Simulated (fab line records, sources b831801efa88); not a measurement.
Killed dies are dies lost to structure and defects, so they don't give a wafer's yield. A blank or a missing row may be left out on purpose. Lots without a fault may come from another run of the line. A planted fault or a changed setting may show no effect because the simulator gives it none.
Chamber matching | flow sky130 | SKY_CONTACT_CMP_27 on cmp-02: 4 sister chambers
The step polishes, stops on SiO2, t overpolish 15 s, target thk 0 nm. 27 wafers are shown with their chamber, then 12 later ones without.

WAFERS WITH THEIR CHAMBER
wafer  | chamber | motor_current_A (A) | head_pressure_psi (psi) | time_to_endpoint_s (s)
L074.2 | 2       | 10.9                | 3.502                   | 86
L074.4 | 0       | 8.1                 | 3.504                   | 86
L074.5 | 1       | 11.1                | 3.495                   | 88
L075.1 | 0       | 8.1                 | 3.508                   | 80
L075.3 | 2       | 11.4                | 3.490                   | 79
L075.4 | 3       | 13.4                | 3.508                   | 81
L076.1 | 3       | 13.4                | 3.490                   | 80
L076.4 | 0       | 8.3                 | 3.505                   | 80
L076.6 | 3       | 13.6                | 3.495                   | 82
L077.1 | 1       | 12.1                | 3.505                   | 84
L077.2 | 0       | 7.8                 | 3.494                   | 80
L077.6 | 3       | 12.6                | 3.502                   | 82
L079.4 | 2       | 10.8                | 3.500                   | 80
L079.5 | 0       | 8.3                 | 3.482                   | 80
L079.6 | 1       | 11.6                | 3.509                   | 82
L080.3 | 3       | 13.7                | 3.494                   | 87
L080.5 | 1       | 11.7                | 3.519                   | 82
L080.6 | 0       | 8.2                 | 3.498                   | 88
L084.2 | 3       | 13.1                | 3.515                   | 80
L084.3 | 0       | 8.4                 | 3.502                   | 81
L084.6 | 0       | 8.6                 | 3.500                   | 84
L085.1 | 1       | 11.3                | 3.497                   | 80
L085.2 | 3       | 13.4                | 3.505                   | 79
L085.3 | 0       | 8.3                 | 3.497                   | 79
L086.2 | 2       | 10.8                | 3.488                   | 82
L086.4 | 0       | 8.5                 | 3.514                   | 80
L086.6 | 3       | 13.1                | 3.496                   | 80

SIGNATURES (means of the wafers above)
reading            | chamber 0 | chamber 1 | chamber 2 | chamber 3 | scatter within a chamber
motor_current_A    | 8.260     | 11.560    | 10.975    | 13.287    | 0.306
head_pressure_psi  | 3.50040   | 3.50500   | 3.49500   | 3.50062   | 0.00858
time_to_endpoint_s | 81.80     | 83.20     | 81.75     | 81.38     | 2.91
Rule: a wafer's distance from a chamber is the root of the sum, over the readings, of the square of ((its reading less the chamber's mean) divided by the reading's scatter). The wafer belongs to the nearest chamber; if the next one is less than 2 further off, it can't be placed. The scatter: the root of (the sum of the squares of (reading less its chamber's mean) over the shown wafers, divided by (wafers less chambers)).

WAFERS WITHOUT THEIR CHAMBER
wafer  | motor_current_A (A) | head_pressure_psi (psi) | time_to_endpoint_s (s)
L090.2 | 13.5                | 3.499                   | 80
L090.4 | 11.0                | 3.506                   | 82
L090.5 | 8.4                 | 3.497                   | 85
L091.1 | 8.3                 | 3.509                   | 78
L091.2 | 11.3                | 3.514                   | 83
L091.5 | 13.2                | 3.506                   | 83
L095.1 | 13.5                | 3.500                   | 82
L095.4 | 11.0                | 3.491                   | 84
L095.6 | 8.5                 | 3.502                   | 85
L097.2 | 10.9                | 3.497                   | 80
L097.3 | 8.8                 | 3.491                   | 76
L097.6 | 13.6                | 3.515                   | 82

WHICH CHAMBER EACH WENT THROUGH
wafer  | from the rows above     | in truth
L090.2 | 3                       | 3
L090.4 | can't be placed: 2 or 1 | 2
L090.5 | 0                       | 0
L091.1 | 0                       | 0
L091.2 | can't be placed: 1 or 2 | 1
L091.5 | 3                       | 3
L095.1 | 3                       | 3
L095.4 | can't be placed: 2 or 1 | 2
L095.6 | 0                       | 0
L097.2 | can't be placed: 2 or 1 | 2
L097.3 | 0                       | 0
L097.6 | 3                       | 3
Placed correctly: 8 of 12. Can't be placed from these rows: 4 (the true chamber is among the candidates in 4). Placed wrongly: 0.
